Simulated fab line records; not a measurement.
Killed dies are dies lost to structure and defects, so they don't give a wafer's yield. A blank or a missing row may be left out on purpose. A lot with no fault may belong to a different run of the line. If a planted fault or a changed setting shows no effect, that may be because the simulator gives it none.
Code-filled problem report in 8D (eight disciplines) form | flow gf180mcu | the parts of the form that need people (team, actions taken, sign-off) are left out

== 1. PROBLEM STATEMENT ==
Wafers without a fault read 279.9 nm, standard deviation 1.2; cd-nm at GF_M4_CD_MEAS_14 reads a mean of 299.0 nm on 6 wafers belonging to 2 lots. Relative to the usual mean, that is a shift of +16 standard deviations.
The step: target cd 280 nm.
First observed at day 28 16:36: wafer L990.1, on cd-sem-01. The record holds 36 wafers of 12 lots with a number at this step. Rule for "out", or "out of limits": more than 4 standard deviations from the usual mean. All remaining wafers that have a number are taken as sound.

== 2. WHAT IT IS; WHAT IT IS NOT ==
question                    | is                     | is not
which readings at this step | cd-nm                  | -
which lots                  | L990, L992             | L975, L976, L978, L980, L981, L982, L983, L993, L994, L998
which wafers of those lots  | all that have a number | -
read on which gauges        | cd-sem-01, cd-sem-02   | -
when                        | from day 28 16:36      | up to then (21 sound wafers); but 9 sound wafers of L993, L994, L998 came after

== 3. WHAT RULES OUT EACH SUSPECT ==
Counting: a tool at a process step up to the reading stays a suspect if it ran every lot that is out and no sound lot after the first of them.
- the gauge at GF_M4_CD_MEAS_14 has been ruled out. Those wafers that are out were read across 2 gauges (cd-sem-01, cd-sem-02).
- pvd-sputter-01 at GF_M4_SPUTTER_00 (material Ti, target thk 37.5 nm, time 150 s): ruled out as a lasting fault. Sound lots L998 ran on it after its first lot that is out, L990 (day 27 21:16).
- pvd-sputter-01 at GF_M4_SPUTTER_04 (material TiN, target thk 50 nm, time 41.7 s): ruled out as a lasting fault. Sound lots L998 ran on it after its first lot that is out, L990 (day 27 21:26).
- litho-track-04 at GF_M4_PEB_12 (peb time 90 s): kept. It processed each lot that is out, first L990 at day 28 16:15, and no sound lot thereafter; up to then, the last sound lot it processed was L981 at day 25 18:03. Its own heater-power-total-W, plate-temp-C readings are out on those wafers.
After counting, what remains is litho-track-04 at GF_M4_PEB_12.

== 4. THE CAUSE (what the simulator had put in) ==
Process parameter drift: litho-track-04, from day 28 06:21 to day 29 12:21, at GF_M4_PEB_12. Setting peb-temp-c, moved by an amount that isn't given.
Counting left only this tool.

== 5. THE CHAIN OF EFFECTS, in route order ==
Each row: a reading where the mean over the struck wafers with a number is more than 3 standard deviations away from the usual. Only readings for which the record gives a usual standard deviation are gone through. hours: the time from each lot's start at the first step in this table that gives one to its start at this step, as a median over the lots. sigmas: the change in usual standard deviations.
hours | step             | reading              | usual    | on struck wafers | change | sigmas
0     | GF_M4_PEB_12     | heater-power-total-W | 85.69 W  | 81.23            | -4.46  | -56
0     | GF_M4_PEB_12     | plate-temp-C         | 135.01 C | 129.72           | -5.29  | -33
0     | GF_M4_CD_MEAS_14 | cd-nm                | 279.9 nm | 299.0            | +19.1  | +16
Process steps it contains:
- GF_M4_PEB_12: peb time 90 s.

== 6. HOW IT WOULD HAVE BEEN CAUGHT EARLIER ==
The first out-of-limits reading at a measuring or inspecting step in this record came at day 28 16:36, 10 hours after the fault's start at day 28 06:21.
The tool's own readings at GF_M4_PEB_12 were out on every struck wafer that the step has a row for (heater-power-total-W, plate-temp-C): an alarm limit on them would have fired on the first of those.
Of the lots that are out (2), L992 began GF_M4_PEB_12 on litho-track-04 after day 28 16:36. Had the tool been put on hold then, it would have been spared.
